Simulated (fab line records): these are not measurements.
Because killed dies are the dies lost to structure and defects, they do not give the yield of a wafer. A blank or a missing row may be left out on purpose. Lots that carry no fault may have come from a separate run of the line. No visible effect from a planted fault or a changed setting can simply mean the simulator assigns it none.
What tool caused it? / flow gf180mcu / Sampling: 6 lots, 18 wafers, 2 of 602 route steps

WHAT THE GAUGES READ, wafer by wafer
GF_SALICIDE_THK_MEAS_05: measures by xrf.
lot=L635; measured=day 15 18:15; on=film metro-02; SALICIDE_TIN_THK (nm)=20.00 19.68 19.64
lot=L639; measured=day 17 10:23; on=film metro-03; SALICIDE_TIN_THK (nm)=19.72 19.96 19.99
lot=L642; measured=day 18 09:53; on=film metro-04; SALICIDE_TIN_THK (nm)=19.80 19.70 19.62
lot=L647; measured=day 20 12:53; on=film metro-02; SALICIDE_TIN_THK (nm)=19.84 19.91 19.92
lot=L650; measured=day 21 07:25; on=film metro-02; SALICIDE_TIN_THK (nm)=19.71 19.93 19.79
lot=L656; measured=day 23 07:48; on=film metro-04; SALICIDE_TIN_THK (nm)=19.46 20.07 19.77

TOOL THAT RAN EACH LOT (tool first, then ch and the chambers of the sampled wafers, then the start)
lot=L635; GF_PSD_RTA_13=rtp anneal-01 ch 0, day 14 20:08
lot=L639; GF_PSD_RTA_13=rtp anneal-02 ch 0, day 16 10:56
lot=L642; GF_PSD_RTA_13=rtp anneal-01 ch 0, day 17 10:06
lot=L647; GF_PSD_RTA_13=rtp anneal-02 ch 0, day 19 12:29
lot=L650; GF_PSD_RTA_13=rtp anneal-01 ch 0, day 20 07:02
lot=L656; GF_PSD_RTA_13=rtp anneal-01 ch 0, day 22 08:21
- GF_PSD_RTA_13: time 20 s.

THE ANSWER, worked out from the rows above alone
Rule: the usual values come from the lots themselves. The widest of any qualifying gaps counts: lots, ordered by their means at a reading, are off when they make up no more than a third of the lots, leave a main group of 4 or more, and stand apart from it by 3 or more times the standard deviation of that group's means. A main group is skipped when, at the precision printed for the reading in the tables above, its means are all equal. Also off: a lot with no number at a reading for which 4 or more lots have one. The other lots that the step has rows for count as sound.
No lot is off on any of the readings shown, so nothing can be concluded from this.

WHAT THE SIMULATOR PUT IN
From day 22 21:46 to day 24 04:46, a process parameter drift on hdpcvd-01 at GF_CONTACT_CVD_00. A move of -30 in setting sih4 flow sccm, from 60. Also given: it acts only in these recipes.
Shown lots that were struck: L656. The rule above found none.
